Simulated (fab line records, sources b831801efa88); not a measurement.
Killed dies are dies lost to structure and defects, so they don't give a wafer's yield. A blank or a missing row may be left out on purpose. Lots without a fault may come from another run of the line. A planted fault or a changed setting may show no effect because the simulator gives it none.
Which tool did it? | flow gf180mcu | 10 lots, 30 wafers sampled, at 5 steps of a route of 602

WHAT THE GAUGES READ, wafer by wafer
GF_MIM_THK_MEAS_06.
lot  | measured     | on            | MIM_CVD_05_THK (nm)
L272 | day 25 18:52 | film_metro-01 | 41.4 42.4 41.1
L274 | day 26 15:07 | film_metro-04 | 42.3 42.7 41.6
L276 | day 27 04:05 | film_metro-03 | 41.3 41.6 42.5
L277 | day 27 11:49 | film_metro-03 | 41.1 41.6 41.9
L279 | day 28 04:56 | film_metro-03 | 42.7 42.5 43.0
L280 | day 28 11:09 | film_metro-01 | 41.9 41.2 42.2
L281 | day 28 21:34 | film_metro-03 | 42.5 43.0 43.7
L285 | day 30 01:26 | film_metro-03 | 42.1 41.7 42.3
L286 | day 30 05:13 | film_metro-01 | 41.0 41.2 42.0
L290 | day 31 03:20 | film_metro-01 | 42.7 42.3 42.2

GF_MIM_RS_MEAS_10: measures by four-point-probe.
lot  | measured     | on            | MIM_ALCU_RS (ohm/sq)
L272 | day 25 19:01 | film_metro-03 | 0.1585 0.1618 0.1602
L274 | day 26 15:16 | film_metro-03 | 0.1597 0.1608 0.1598
L276 | day 27 04:16 | film_metro-04 | 0.1571 0.1590 0.1596
L277 | day 27 11:58 | film_metro-01 | 0.1588 0.1606 0.1588
L279 | day 28 05:06 | film_metro-01 | 0.1601 0.1598 0.1608
L280 | day 28 11:19 | film_metro-03 | 0.1603 0.1821 0.1591
L281 | day 28 21:46 | film_metro-01 | 0.1570 0.1575 0.1584
L285 | day 30 01:37 | film_metro-04 | 0.1605 0.1839 0.1590
L286 | day 30 05:23 | film_metro-03 | 0.1598 0.1589 0.1598
L290 | day 31 03:30 | film_metro-03 | 0.1616 0.1619 0.1604

GF_MIM_THK_MEAS_11: measures by xrf.
lot  | measured     | on            | MIM_ALCU_THK (nm)
L272 | day 25 19:08 | film_metro-03 | 198.3 195.0 196.9
L274 | day 26 15:23 | film_metro-03 | 198.1 195.8 198.0
L276 | day 27 04:22 | film_metro-04 | 199.3 197.8 196.4
L277 | day 27 12:05 | film_metro-01 | 198.9 196.3 197.8
L279 | day 28 05:13 | film_metro-01 | 197.4 198.7 197.9
L280 | day 28 11:26 | film_metro-03 | 197.3 174.5 197.8
L281 | day 28 21:51 | film_metro-01 | 202.9 202.0 200.1
L285 | day 30 01:43 | film_metro-04 | 197.6 173.2 199.8
L286 | day 30 05:29 | film_metro-03 | 197.1 199.2 198.0
L290 | day 31 03:37 | film_metro-03 | 195.6 194.9 197.4

WHICH TOOL RAN EACH LOT (tool, then ch and the chambers of the sampled wafers, then the start)
lot  | GF_M2_STRIP_17                       | GF_MIM_SPUTTER_08
L272 | plasma_asher-03 ch 0,1, day 20 16:32 | pvd_sputter-03, day 25 18:58
L274 | plasma_asher-04 ch 0,1, day 21 14:43 | pvd_sputter-04, day 26 15:13
L276 | plasma_asher-03 ch 0,1, day 22 06:13 | pvd_sputter-03, day 27 04:10
L277 | plasma_asher-03 ch 0,1, day 22 14:49 | pvd_sputter-04, day 27 11:55
L279 | plasma_asher-02 ch 0, day 23 08:56   | pvd_sputter-03, day 28 05:03
L280 | plasma_asher-03 ch 0, day 23 17:04   | pvd_sputter-03, day 28 11:15
L281 | plasma_asher-04 ch 0,1, day 24 04:55 | pvd_sputter-01, day 28 21:40
L285 | plasma_asher-03 ch 0,1, day 25 12:37 | pvd_sputter-03, day 30 01:32
L286 | plasma_asher-02 ch 0,1, day 25 16:32 | pvd_sputter-01, day 30 05:17
L290 | plasma_asher-02 ch 0,1, day 26 17:59 | pvd_sputter-04, day 31 03:25
- GF_M2_STRIP_17: strips in O2/N2.
- GF_MIM_SPUTTER_08: material AlCu, target thk 200 nm, time 10.6 s.

WHAT THE TOOLS THEMSELVES READ (means of the sampled wafers that have a number; where no wafer has one, the mark that the record gives instead)
GF_M2_STRIP_17.
lot  | tool            | chamber_pressure_mTorr (mTorr) | drypump_motor_current_A (A) | heater_power_w (W) | n2_flow_sccm (sccm) | o2_flow_sccm (sccm) | oes_product_au (a.u.) | strip_time_to_endpoint_s (s)
L272 | plasma_asher-03 | 1500.1                         | 5.6                         | 366                | 299.6               | 3009                | 0.561                 | 7.85
L274 | plasma_asher-04 | 1500.8                         | 6.0                         | 326                | 300.1               | 3000                | 0.559                 | 7.88
L276 | plasma_asher-03 | 1499.8                         | 5.6                         | 357                | 299.5               | 2992                | 0.557                 | 7.78
L277 | plasma_asher-03 | 1501.1                         | 5.6                         | 363                | 299.8               | 2997                | 0.558                 | 7.82
L279 | plasma_asher-02 | 1499.2                         | 6.0                         | 286                | 299.7               | 2994                | 0.554                 | 7.88
L280 | plasma_asher-03 | 1501.4                         | 5.3                         | 335                | 299.9               | 2999                | 0.548                 | 7.85
L281 | plasma_asher-04 | 1497.6                         | 6.0                         | 325                | 299.2               | 2996                | 0.554                 | 7.83
L285 | plasma_asher-03 | 1499.7                         | 6.0                         | 385                | 300.6               | 3002                | 0.556                 | 7.84
L286 | plasma_asher-02 | 1499.2                         | 6.0                         | 303                | 299.9               | 2997                | 0.561                 | 7.88
L290 | plasma_asher-02 | 1500.4                         | 6.0                         | 322                | 299.5               | 3010                | 0.556                 | 7.92

GF_MIM_SPUTTER_08.
lot  | tool           | throttle_valve_pct (%)
L272 | pvd_sputter-03 | 28.6
L274 | pvd_sputter-04 | 30.8
L276 | pvd_sputter-03 | 28.8
L277 | pvd_sputter-04 | 30.7
L279 | pvd_sputter-03 | 28.2
L280 | pvd_sputter-03 | 28.5
L281 | pvd_sputter-01 | 29.6
L285 | pvd_sputter-03 | 28.2
L286 | pvd_sputter-01 | 30.6
L290 | pvd_sputter-04 | 30.4

THE ANSWER, worked out from the rows above alone
Rule: what is usual is taken from the lots themselves. Put in order of their means at a reading, lots are off if they are a third of the lots or fewer, leave a main group of 4 or more, and stand apart from it by a gap of 3 or more times the standard deviation of the main group's means; of several such gaps the widest counts. A main group whose means are all the same, to the digits that the tables above print for the reading, isn't used. A lot without any number at a reading at which 4 lots or more have one is off too. The other lots that the step has rows for count as sound. The gauges are gone through in route order, then the tools' own readings, and for those a lot's mean is taken as printed above. The first step at which some lot is off is used, and at that step the reading that is off furthest; a lot without a number counts as furthest.
Off: L280, L285, at GF_MIM_RS_MEAS_10 (MIM_ALCU_RS). The main group: mean 0.1596 ohm/sq, standard deviation 0.0011.
A tool fits if, at a process step before that reading, it ran every lot that is off, and no sound lot after the first of them. The gauges at GF_MIM_RS_MEAS_10 are tried like those tools. Can't be told from this: 2 tools fit, plasma_asher-03 at GF_M2_STRIP_17, pvd_sputter-03 at GF_MIM_SPUTTER_08.

WHAT THE SIMULATOR HAD PUT IN
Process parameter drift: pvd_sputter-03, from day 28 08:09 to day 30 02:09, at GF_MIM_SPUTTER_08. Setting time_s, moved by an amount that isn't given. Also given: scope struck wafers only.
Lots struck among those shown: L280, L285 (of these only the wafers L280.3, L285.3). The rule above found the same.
